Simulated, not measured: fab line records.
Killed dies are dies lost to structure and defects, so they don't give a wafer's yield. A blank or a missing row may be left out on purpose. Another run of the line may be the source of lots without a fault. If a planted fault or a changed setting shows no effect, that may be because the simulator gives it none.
Lot-split experiment	flow sky130	23 wafers read across 5 lots, on a route 708 steps long

SPLIT DETAILS
At SKY_FIELD_ISO_OXIDATION_22 (stabilise 600 s, purge 300 s, target thk 10 nm), the setting temp c was moved away from the recipe's 950 C on 20 of the 23 wafers read, by +1.6% to +2.9%. The other wafers ran this setting at the recipe's value.

There is no step in the file separating the split from the reading.

THE READING
At SKY_FIELD_ISO_THK_MEAS_23: FIELD_ISO_OXIDATION_01_THK, given in nm. A value of 10.03 nm with a standard deviation of 0.18 nm is what fault-free wafers of this fab line usually give.

wafer	tool, chamber at the split	temp c as run, C	against the recipe	FIELD_ISO_OXIDATION_01_THK, nm	against lot-mates on the recipe
L077.1	-, -	977.7	+2.9%	13.90	no lot-mate on the recipe
L077.2	-, -	977.7	+2.9%	14.00	no lot-mate on the recipe
L077.3	-, -	977.7	+2.9%	14.03	no lot-mate on the recipe
L077.5	-, -	977.7	+2.9%	13.84	no lot-mate on the recipe
L077.6	-, -	977.7	+2.9%	13.95	no lot-mate on the recipe
L079.1	-, -	964.8	+1.6%	11.97	no lot-mate on the recipe
L079.2	-, -	964.8	+1.6%	11.87	no lot-mate on the recipe
L079.3	-, -	964.8	+1.6%	11.75	no lot-mate on the recipe
L079.4	-, -	964.8	+1.6%	11.90	no lot-mate on the recipe
L079.6	-, -	964.8	+1.6%	11.76	no lot-mate on the recipe
L080.1	-, -	971.4	+2.3%	12.91	no lot-mate on the recipe
L080.2	-, -	971.4	+2.3%	12.90	no lot-mate on the recipe
L080.4	-, -	971.4	+2.3%	12.88	no lot-mate on the recipe
L080.5	-, -	971.4	+2.3%	13.12	no lot-mate on the recipe
L080.6	-, -	971.4	+2.3%	13.20	no lot-mate on the recipe
L084.1	-, -	970.8	+2.2%	12.93	no lot-mate on the recipe
L084.3	-, -	970.8	+2.2%	13.06	no lot-mate on the recipe
L084.4	-, -	970.8	+2.2%	13.07	no lot-mate on the recipe
L084.5	-, -	970.8	+2.2%	13.22	no lot-mate on the recipe
L084.6	-, -	970.8	+2.2%	13.09	no lot-mate on the recipe
L085.3	furnace-02, 0	950	recipe	10.22	-
L085.4	furnace-02, 0	950	recipe	10.25	-
L085.5	furnace-02, 0	950	recipe	10.22	-

THE FIT
A straight line over all 23 wafers: FIELD_ISO_OXIDATION_01_THK changes by +1.31 nm for each +1% of temp c; r = +0.99; the points scatter about the line by 0.18 nm.
Too few moved wafers with a lot-mate on the recipe to fit a line net of each lot's own level.

THE WHOLE CHAIN: every reading that the file lists as answering this split, in the file's order
step	what it does	reading	change (the file's fit)	r (the file's)
SKY_FIELD_ISO_OXIDATION_22	stabilise 600 s, purge 300 s, target thk 10 nm	SiO2_of_FIELD_ISO_OXIDATION_22.thk nm (the simulator's own value, which no gauge read)	+1.32 nm for each +1% of the setting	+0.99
SKY_FIELD_ISO_THK_MEAS_23		FIELD_ISO_OXIDATION_01_THK	+1.31 for each +1% of the setting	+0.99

THE FILE'S OWN FIT
FIELD_ISO_OXIDATION_01_THK changes by +1.31 nm for each +1% of temp c, r = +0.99.
